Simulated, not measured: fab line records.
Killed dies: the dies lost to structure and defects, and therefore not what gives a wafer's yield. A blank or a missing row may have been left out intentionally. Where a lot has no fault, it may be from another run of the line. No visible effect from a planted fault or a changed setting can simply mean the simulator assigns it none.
Which tool was responsible? ; flow sky130 ; 11 lots, 33 wafers sampled, at 3 steps of a route of 708

WHAT EACH GAUGE READ, for each wafer
SKY_VT_ADJUST_HVTP_CD_MEAS_07: target cd 380 nm.
lot;measured;on;cd_nm (nm)
L955;day 6 08:04;cd_sem-01;380.5 379.3 377.9
L956;day 6 12:56;cd_sem-01;379.5 379.8 378.5
L957;day 6 19:16;cd_sem-01;376.2 379.1 377.6
L963;day 8 10:53;cd_sem-02;381.2 380.7 367.9
L965;day 8 19:29;cd_sem-02;380.8 369.1 366.9
L967;day 9 04:08;cd_sem-02;377.7 368.4 379.1
L968;day 9 11:33;cd_sem-01;378.0 381.9 380.8
L969;day 9 18:32;cd_sem-01;380.1 381.0 380.5
L977;day 12 00:33;cd_sem-01;378.4 379.7 378.9
L976;day 12 00:44;cd_sem-02;379.0 379.7 379.5
L978;day 12 13:45;cd_sem-01;379.4 382.3 380.4

WHAT TOOL EACH LOT RAN ON (gives the tool, then ch and the chambers of the sampled wafers, and finally the start)
lot;SKY_PWDE_STRIP_09;SKY_VT_ADJUST_HVTP_EXPOSE_04
L955;plasma_asher-04 ch 0,1, day 4 01:44;iline_stepper-02 ch 0, day 5 23:44
L956;plasma_asher-04 ch 0,1, day 4 05:41;iline_stepper-01 ch 0, day 6 03:52
L957;plasma_asher-04 ch 0, day 4 12:59;iline_stepper-01 ch 0, day 6 10:26
L963;plasma_asher-01 ch 0,1, day 5 23:41;iline_stepper-02 ch 0, day 8 00:11
L965;plasma_asher-01 ch 0,1, day 6 06:56;iline_stepper-02 ch 0, day 8 09:35
L967;plasma_asher-01 ch 0,1, day 6 15:02;iline_stepper-02 ch 0, day 8 17:45
L968;plasma_asher-02 ch 0,1, day 6 21:29;iline_stepper-01 ch 0, day 9 00:44
L969;plasma_asher-04 ch 0,1, day 7 02:56;iline_stepper-01 ch 0, day 9 07:44
L977;plasma_asher-02 ch 0,1, day 9 03:53;iline_stepper-02 ch 0, day 11 12:35
L976;plasma_asher-04 ch 0,1, day 9 04:03;iline_stepper-01 ch 0, day 11 13:05
L978;plasma_asher-01 ch 0,1, day 9 16:29;iline_stepper-01 ch 0, day 12 02:07
- SKY_PWDE_STRIP_09: strips in O2/N2.
- SKY_VT_ADJUST_HVTP_EXPOSE_04: exposes mask HVTPM, target cd 380 nm.

THE ANSWER, worked out from the rows above alone
Rule: the lots themselves supply what counts as usual. Put in order of their means at a reading, lots are off if they are a third of the lots or fewer, leave a main group of 4 or more, and stand apart from it by a gap of 3 or more times the standard deviation of the main group's means; of several such gaps the widest counts. Not used: any main group whose means are identical at the precision the tables above print for the reading. A lot without any number at a reading at which 4 lots or more have one is off too. Where the step has rows for the other lots, those lots are counted as sound.
Nothing can be told from this: no lot is off at any reading shown.

WHAT WAS PUT IN BY THE SIMULATOR
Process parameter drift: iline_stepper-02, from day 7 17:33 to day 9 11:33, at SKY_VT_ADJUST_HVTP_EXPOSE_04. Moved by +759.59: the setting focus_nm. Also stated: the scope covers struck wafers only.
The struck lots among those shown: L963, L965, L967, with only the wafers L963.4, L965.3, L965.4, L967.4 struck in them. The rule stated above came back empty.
